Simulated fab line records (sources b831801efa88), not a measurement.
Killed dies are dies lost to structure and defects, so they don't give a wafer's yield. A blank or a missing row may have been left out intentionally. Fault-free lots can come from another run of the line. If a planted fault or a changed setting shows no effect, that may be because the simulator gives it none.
Comparing a struck lot with a sound one || flow gf180mcu || 23 out of 602 route steps
Sound: these wafers, L212.1, L212.2, L212.4. Wafers L219.2, L219.4, L219.5 were the ones struck. The cause is given at the end.
Per side, at each step with rows, come the tool, then ch with its chambers, and then its first start. Under that, the readings that differ: sound wafers || struck wafers || difference of the means || sigmas: that difference in standard deviations of wafers without a fault.
alike: readings whose means differ by less than 2 such deviations, and words and numbers that are the same on both sides. not compared: withheld readings, readings that some wafer has no value for, bounds like >300 that may hide the same value, and numbers for which the record gives no deviation and whose values overlap.
A row with sigmas, a row that says differs or no value, or rows on one side alone: a step with any of these is where the two part. When numbers do not overlap yet have no deviation, they are printed without sigmas and do not part them. A reading that every wafer of one side lacks parts them only if that side has two wafers or more.

first, 5 steps without rows for these wafers: GF_LVPWELL_COAT_02 (resist thk 3000 nm); GF_LVPWELL_SOFTBAKE_03; GF_LVPWELL_EXPOSE_04 (exposes mask LVPWELL, target cd 600 nm); GF_LVPWELL_PEB_05; GF_LVPWELL_DEVELOP_06 (develop time 60 s).
GF_LVPWELL_OVL_MEAS_07:
  struck on overlay-02, day 8 02:03; sound on overlay-01, day 6 14:05
  alike: LVPWELL_OVL
then, 2 steps without rows for these wafers: GF_LVPWELL_IMPLANT_08; GF_LVPWELL_IMPLANT_09.
GF_LVPWELL_STRIP_10: strips in O2/N2.
  sound on plasma_asher-03 ch 0,1, day 6 14:26; struck on plasma_asher-01 ch 1, day 8 02:23
{"reading": "drypump_motor_current_A (A)", "sound": "5.8 6.0 6.0", "struck": "5.0 5.0 5.0", "difference": -0.9, "sigmas": -2}
{"reading": "heater_power_w (W)", "sound": "312 301 306", "struck": "352 348 345", "difference": "+42", "sigmas": "+2"}
  alike: oes_product_au, strip_time_to_endpoint_s
  not compared: rf_hours_counter_h
GF_LVPWELL_TW_MEAS_11:
  struck on film_metro-01, day 8 02:29; sound on film_metro-02, day 6 14:32
  alike: LVPWELL_TW
then, 2 steps without rows for these wafers: GF_MVSD_DEHYDRATE_00 (time 60 s); GF_MVSD_HMDS_01 (prime time 60 s).
GF_MVSD_COAT_02: resist thk 3000 nm.
  sound on litho_track-04 ch 0, day 6 21:43; struck on litho_track-01 ch 0, day 8 10:07
{"reading": "dispense_pressure_kPa (kPa)", "sound": "47.9 47.9 47.9", "struck": "51.1 51.1 51.2", "difference": "+3.2", "sigmas": "+2"}
{"reading": "model.coat_of_MVSD_COAT_02.thk_nm (nm)", "sound": "3006 3011 3011", "struck": "1681 1678 1685", "difference": -1328, "sigmas": ""}
then, 3 steps without rows for these wafers: GF_MVSD_SOFTBAKE_03; GF_MVSD_EXPOSE_04 (exposes mask MVSD, target cd 1000 nm); GF_MVSD_PEB_05.
GF_MVSD_DEVELOP_06: develop time 60 s.
  sound: litho_track-04 ch 0; struck: litho_track-04 ch 0
{"reading": "model.coat_of_MVSD_COAT_02.thk_nm (nm)", "sound": "3005 3010 3010", "struck": "1680 1677 1684", "difference": -1328, "sigmas": ""}
GF_MVSD_OVL_MEAS_07:
  struck on overlay-02, day 8 18:41; sound on overlay-02, day 7 05:28
  alike: MVSD_OVL
then, 2 steps without rows for these wafers: GF_MVSD_IMPLANT_08; GF_MVSD_IMPLANT_09.
GF_MVSD_STRIP_10: strips in O2/N2.
  sound on plasma_asher-03 ch 0,1, day 7 05:49; struck on plasma_asher-04 ch 0,1, day 8 19:01
{"reading": "strip_time_to_endpoint_s (s)", "sound": "36.70 36.74 36.76", "struck": "21.43 21.40 21.47", "difference": -15.30, "sigmas": "-99 or more"}
  alike: drypump_motor_current_A, heater_power_w, oes_product_au
  not compared: rf_hours_counter_h
GF_MVSD_TW_MEAS_11:
  struck on film_metro-04, day 8 19:07; sound on film_metro-02, day 7 05:55
{"reading": "MVSD_TW", "sound": "1582 1586 1587", "struck": "1548 1551 1553", "difference": -34, "sigmas": -3}
-- the record jumps here: 25 days lie between the struck wafers' starts before and after (it left off in module MVSD and takes up again in module PASSIVATION, whose first step shown is number 602 of the route) --
GF_PASSIVATION_PROBE_99:
  struck on prober-02, day 33 18:02; sound on prober-01, day 32 05:31
{"reading": "model.etest.ldnmos_10p0.r_on_ohm_um", "sound": "3729 3715 3724", "struck": "3688 3688 3681", "difference": -37, "sigmas": ""}
  not compared: model.etest.ldnmos_10p0.drive_ua_um

## WHERE THEY PART
First at GF_LVPWELL_STRIP_10; last, within this record, at GF_MVSD_TW_MEAS_11.

WHY: what the simulator had put in
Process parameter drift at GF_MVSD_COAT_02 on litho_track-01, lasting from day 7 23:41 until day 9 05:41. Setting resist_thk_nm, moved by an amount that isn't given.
